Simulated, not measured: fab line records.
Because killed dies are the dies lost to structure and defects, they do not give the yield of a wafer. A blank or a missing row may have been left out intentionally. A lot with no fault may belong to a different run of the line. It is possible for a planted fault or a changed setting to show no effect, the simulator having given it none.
Struck lot and sound lot, side by side	flow sky130	13 steps out of a route of 708
Sound: these wafers, L679.2, L679.3, L679.5. Wafers struck: L684.1, L684.2, L684.5. The cause is given at the end.
Each step with rows lists, per side, the tool, then ch with its chambers, then its first start. Under that, the readings that differ: sound wafers	struck wafers	difference of the means	sigmas: that difference in standard deviations of wafers without a fault.
alike: same words and numbers on both sides, and readings whose means sit less than 2 such deviations apart. not compared: any withheld reading, any reading some wafer has no value for, any bound like >300 that may hide the same value, and any number with overlapping values for which the record gives no deviation.
A row with sigmas, a row that says differs or no value, or rows on one side alone: a step with any of these is where the two part. Numbers that don't overlap but have no deviation are shown without sigmas and don't part them. A reading missing from all wafers of one side parts the sides only when that side holds two or more wafers.

first, 1 step without rows for these wafers: SKY_NWELL_IMPLANT_24.
SKY_NWELL_STRIP_25: strips in O2/N2.
  sound on plasmaAsher-04 ch 0,1, day 7 16:04; struck on plasmaAsher-04 ch 0,1, day 9 02:52
  alike: drypumpMotorCurrentA, oesProductAu, stripTimeToEndpointS
  not compared: rfHoursCounterH
SKY_NWELL_TW_MEAS_26:
  sound on filmMetro-01 at day 7 16:11; struck on filmMetro-01 at day 9 02:58
  alike: NWELL_2_TW
then, 1 step without rows for these wafers: SKY_NWELL_CLEAN_27 (cleans in SC1/SC2, time 150 s).
SKY_NWELL_RTA_28: time 30 s.
  sound on rtpAnneal-02 ch 0, day 7 16:18; struck on rtpAnneal-01 ch 0, day 9 03:05
  alike: lampPowerPct, wafer_temp_C_max
SKY_NWELL_RS_MEAS_29: a four-point-probe measurement.
  sound on filmMetro-04 at day 7 16:24; struck on filmMetro-01 at day 9 03:11
  alike: NWELL_RS
SKY_NWELL_RS_MEAS_31: a four-point-probe measurement.
  sound on filmMetro-04 at day 7 16:38; struck on filmMetro-01 at day 9 03:26
  alike: PWDE_RS
then, 4 steps without rows for these wafers: SKY_VT_ADJUST_HVTP_DEHYDRATE_00 (time 60 s); SKY_VT_ADJUST_HVTP_HMDS_01 (prime time 60 s); SKY_VT_ADJUST_HVTP_COAT_02 (resist thk 1140 nm); SKY_VT_ADJUST_HVTP_SOFTBAKE_03 (time 60 s).
SKY_VT_ADJUST_HVTP_EXPOSE_04: exposes mask HVTPM, target cd 380 nm.
  struck on ilineStepper-02, day 9 14:05; sound on ilineStepper-02 ch 0, day 8 03:29
  no value came back on the struck wafers for exposureDoseMJCm2, focusOffsetNm (nm); on the sound wafers exposureDoseMJCm2 reads 139.91 139.88 140.08
  alike: mask
after that, 1 step had no rows for these wafers: SKY_VT_ADJUST_HVTP_PEB_05.

WHERE THEY PART
Only at SKY_VT_ADJUST_HVTP_EXPOSE_04, within this record.

WHY: the cause the simulator had injected
Beginning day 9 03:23, the whole step at SKY_VT_ADJUST_HVTP_EXPOSE_04 was skipped on ilineStepper-02. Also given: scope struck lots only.
